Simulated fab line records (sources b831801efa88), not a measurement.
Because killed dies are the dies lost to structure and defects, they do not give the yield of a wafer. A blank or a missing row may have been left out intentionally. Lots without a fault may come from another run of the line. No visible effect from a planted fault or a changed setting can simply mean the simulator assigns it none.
Which of the tools did it? ; flow gf180mcu ; 14 lots with 40 wafers sampled at 5 steps, on a route of 602 steps

WHAT THE GAUGES READ, wafer by wafer
GF_V4_THK_MEAS_25: measures by xrf. Usual: V4_W_THK 347 nm, standard deviation 5.1.
lot;measured;on;V4_W_THK (nm);flag
L270;day 24 11:41;filmMetro-04;345 338 347;
L272;day 25 06:51;filmMetro-04;337 346 342;
L273;day 25 09:39;filmMetro-02;346 351 347;
L274;day 25 22:43;filmMetro-04;346 340 348;
L275;day 26 07:11;filmMetro-02;353 346 353;
L276;day 26 13:46;filmMetro-03;346 342 350;
L279;day 27 12:59;filmMetro-03;357 352 353;
L280;day 27 19:52;filmMetro-02;342 345 345;
L282;day 28 07:17;filmMetro-02;350 351;
L283;day 28 15:52;filmMetro-04;341 344 344;
L284;day 28 19:37;filmMetro-04;347 343;
L286;day 29 15:04;filmMetro-04;348 345 347;
L290;day 30 13:55;filmMetro-04;342 345 347;
L293;day 31 07:34;filmMetro-04;352 353 348;

GF_PASSIVATION_BOW_MEAS_14. Usual: PASSIVATION_BOW 136 um, standard deviation 11.
lot;measured;on;PASSIVATION_BOW (um);flag
L270;day 29 02:05;filmMetro-04;123 120 124;
L272;day 29 20:23;filmMetro-03;141 139 142;
L273;day 29 21:23;filmMetro-03;140 131 136;
L274;day 30 08:01;filmMetro-03;131 146 128;
L275;day 30 17:14;filmMetro-02;126 123 133;
L276;day 30 22:07;filmMetro-03;148 153 150;
L279;day 31 18:11;filmMetro-04;147 136 154;
L280;day 32 00:00;filmMetro-04;144 151 165;
L282;day 32 09:16;filmMetro-04;142 134;
L283;day 32 16:32;filmMetro-02;133 124 133;
L284;day 32 19:59;filmMetro-03;123 128;
L286;day 33 11:43;filmMetro-03;138 128 134;
L290;day 34 06:37;filmMetro-02;132 142 137;
L293;day 34 20:37;filmMetro-04;141 143 136;

WHAT TOOL EACH LOT RAN ON (gives the tool, then ch and the chambers of the sampled wafers, and finally the start)
lot;GF_M4_SPUTTER_03;GF_PASSIVATION_ETCH_11;GF_PASSIVATION_STRIP_12
L270;pvdSputter-02, day 22 12:22;rieDiel-02 ch 2,3, day 29 00:13;plasmaAsher-03 ch 0,1, day 29 00:29
L272;pvdSputter-02, day 23 08:13;rieDiel-03 ch 0,1, day 29 18:33;plasmaAsher-03 ch 0,1, day 29 18:47
L273;pvdSputter-01, day 23 10:44;rieDiel-04 ch 0,1,3, day 29 19:33;plasmaAsher-01 ch 1, day 29 19:47
L274;pvdSputter-03, day 24 00:49;rieDiel-03 ch 0,2, day 30 06:09;plasmaAsher-04 ch 0,1, day 30 06:23
L275;pvdSputter-01, day 24 08:55;rieDiel-02 ch 0,1,3, day 30 15:24;plasmaAsher-04 ch 0,1, day 30 15:38
L276;pvdSputter-02, day 24 17:05;rieDiel-04 ch 0,2,3, day 30 20:15;plasmaAsher-03 ch 0,1, day 30 20:29
L279;pvdSputter-02, day 25 16:58;rieDiel-03 ch 0,1,3, day 31 16:19;plasmaAsher-03 ch 0,1, day 31 16:35
L280;pvdSputter-03, day 26 00:39;rieDiel-03 ch 0,2,3, day 31 22:09;plasmaAsher-03 ch 1, day 31 22:24
L282;pvdSputter-03, day 26 12:44;rieDiel-03 ch 2,3, day 32 07:22;plasmaAsher-04 ch 0,1, day 32 07:38
L283;pvdSputter-02, day 26 21:50;rieDiel-04 ch 1,2,3, day 32 14:42;plasmaAsher-03 ch 0,1, day 32 14:56
L284;pvdSputter-03, day 27 01:51;rieDiel-03 ch 0,3, day 32 18:09;plasmaAsher-03 ch 0, day 32 18:23
L286;pvdSputter-02, day 27 22:40;rieDiel-04 ch 0,1,3, day 33 09:51;plasmaAsher-04 ch 0,1, day 33 10:05
L290;pvdSputter-03, day 28 22:26;rieDiel-04 ch 2,3, day 34 04:46;plasmaAsher-04 ch 0,1, day 34 05:00
L293;pvdSputter-02, day 29 18:07;rieDiel-04 ch 0,1, day 34 18:46;plasmaAsher-01 ch 0,1, day 34 19:00
- GF_M4_SPUTTER_03: material Ti, target thk 10 nm, time 6.7 s.
- GF_PASSIVATION_ETCH_11: etches the open film in CF4/O2, stops on TiN, target depth 1800 nm, time 400 s.
- GF_PASSIVATION_STRIP_12: strips in O2/N2.

WHAT THE TOOLS THEMSELVES READ (means of the sampled wafers that have a number; where no wafer has one, the mark that the record gives instead)
GF_M4_SPUTTER_03. Usual: throttleValvePct at 30.0 %, with a standard deviation of 0.85.
lot;tool;throttleValvePct (%);flag
L270;pvdSputter-02;30.8;
L272;pvdSputter-02;30.1;
L273;pvdSputter-01;29.1;
L274;pvdSputter-03;29.9;
L275;pvdSputter-01;29.1;
L276;pvdSputter-02;30.3;
L279;pvdSputter-02;29.8;
L280;pvdSputter-03;29.6;
L282;pvdSputter-03;29.5;
L283;pvdSputter-02;29.5;
L284;pvdSputter-03;30.1;
L286;pvdSputter-02;30.2;
L290;pvdSputter-03;29.7;
L293;pvdSputter-02;29.7;

GF_PASSIVATION_ETCH_11. Usual: cf4FlowSccm 80.00 sccm, standard deviation 0.24; drypumpMotorCurrentA 5.8 A, standard deviation 0.43; oesProductAu 0.966 a.u., standard deviation 0.0078; throttleValvePct 5.960 %, standard deviation 0.0098.
lot;tool;cf4FlowSccm (sccm);drypumpMotorCurrentA (A);oesProductAu (a.u.);throttleValvePct (%);flag
L270;rieDiel-02;79.82;5.8;0.966;5.963;
L272;rieDiel-03;79.77;5.6;0.968;5.967;
L273;rieDiel-04;80.16;6.3;0.974;5.957;
L274;rieDiel-03;80.14;5.6;0.974;5.961;
L275;rieDiel-02;79.90;5.9;0.965;5.961;
L276;rieDiel-04;79.67;5.7;0.975;5.962;
L279;rieDiel-03;80.04;5.5;0.972;5.957;
L280;rieDiel-03;79.97;5.5;0.969;5.961;
L282;rieDiel-03;79.96;5.4;0.906;5.938;OFF
L283;rieDiel-04;79.89;5.9;0.970;5.963;
L284;rieDiel-03;80.24;5.6;0.898;5.947;OFF
L286;rieDiel-04;80.15;6.3;0.971;5.959;
L290;rieDiel-04;80.16;5.7;0.966;5.969;
L293;rieDiel-04;80.14;6.3;0.966;5.948;

GF_PASSIVATION_STRIP_12. Usual: drypumpMotorCurrentA 5.5 A, standard deviation 0.33; heaterPowerW 330 W, standard deviation 8.1; oesProductAu 0.720 a.u., standard deviation 0.0043; stripTimeToEndpointS 34.66 s, standard deviation 0.22.
lot;tool;drypumpMotorCurrentA (A);heaterPowerW (W);oesProductAu (a.u.);stripTimeToEndpointS (s);flag
L270;plasmaAsher-03;5.9;329;0.720;34.84;
L272;plasmaAsher-03;5.7;336;0.716;34.48;
L273;plasmaAsher-01;5.3;321;0.716;34.39;
L274;plasmaAsher-04;5.5;338;0.717;34.57;
L275;plasmaAsher-04;5.3;330;0.723;34.61;
L276;plasmaAsher-03;5.9;328;0.722;34.58;
L279;plasmaAsher-03;5.7;333;0.721;34.75;
L280;plasmaAsher-03;6.2;332;0.723;34.36;
L282;plasmaAsher-04;5.4;336;0.716;36.65;OFF
L283;plasmaAsher-03;5.7;333;0.727;34.57;
L284;plasmaAsher-03;5.4;328;0.720;36.56;OFF
L286;plasmaAsher-04;5.4;329;0.720;34.64;
L290;plasmaAsher-04;5.3;327;0.718;34.83;
L293;plasmaAsher-01;5.4;321;0.719;34.55;

THE ANSWER, worked out from the rows above alone
Rule: a lot counts as off when the mean over its wafers that have a number is more than 3 standard deviations away from the usual mean. A lot without any number at a reading at which 4 lots or more have one is off too. The other lots that the step has rows for count as sound. Order of review: gauges by route order, followed by the tools' own readings, for which a lot's mean as printed above is used. At the first step where some lot is off, the reading lying furthest off is the one used; lots without a number count as furthest.
Off: L282, L284 (GF_PASSIVATION_ETCH_11, oesProductAu).
A tool fits if, at that step or a process step before it, it ran every lot that is off, and no sound lot after the first of them. One fits: rieDiel-03 at GF_PASSIVATION_ETCH_11. Its last sound lot is L280 (day 31 22:09), its first lot that is off L282 (day 32 07:22): a fault that began between those two fits.
The tool's own readings at GF_PASSIVATION_ETCH_11 bear it out: on the lots that are off they differ by more than 5 times the standard deviation of the sound lots' means. oesProductAu reads 0.902 a.u. there against 0.970 a.u. on the sound lots.

WHAT WAS PUT IN BY THE SIMULATOR
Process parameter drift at GF_PASSIVATION_ETCH_11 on rieDiel-03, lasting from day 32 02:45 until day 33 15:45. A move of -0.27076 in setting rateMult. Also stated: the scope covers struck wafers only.
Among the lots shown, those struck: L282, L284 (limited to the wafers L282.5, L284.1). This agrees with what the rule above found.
